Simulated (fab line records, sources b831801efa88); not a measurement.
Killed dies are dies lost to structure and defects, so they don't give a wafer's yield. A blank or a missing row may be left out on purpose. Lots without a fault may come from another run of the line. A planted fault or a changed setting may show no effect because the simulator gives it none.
Which tool did it? | flow sfq_line | 6 lots, 18 wafers sampled, at 1 step of a route of 325

WHAT THE GAUGES READ, wafer by wafer
SFQ_INCOMING_BOW_MEAS_900.
lot  | measured    | on            | INCOMING_BOW (um)
L679 | day 2 01:00 | film_metro-02 | 1 -5 -3
L681 | day 2 11:01 | film_metro-04 | 11 6 -1
L683 | day 2 21:02 | film_metro-04 | 3 0 0
L685 | day 3 07:00 | film_metro-02 | 0 -1 -5
L693 | day 4 23:00 | film_metro-02 | -3 -2 -4
L696 | day 5 14:00 | film_metro-02 | 11 2 -3

WHICH TOOL RAN EACH LOT (tool, then ch and the chambers of the sampled wafers, then the start)
The record holds no process step before these readings.

THE ANSWER, worked out from the rows above alone
Rule: what is usual is taken from the lots themselves. Put in order of their means at a reading, lots are off if they are a third of the lots or fewer, leave a main group of 4 or more, and stand apart from it by a gap of 3 or more times the standard deviation of the main group's means; of several such gaps the widest counts. A main group whose means are all the same, to the digits that the tables above print for the reading, isn't used. A lot without any number at a reading at which 4 lots or more have one is off too. The other lots that the step has rows for count as sound.
No lot is off at any reading shown: from this, nothing can be told.

WHAT THE SIMULATOR HAD PUT IN
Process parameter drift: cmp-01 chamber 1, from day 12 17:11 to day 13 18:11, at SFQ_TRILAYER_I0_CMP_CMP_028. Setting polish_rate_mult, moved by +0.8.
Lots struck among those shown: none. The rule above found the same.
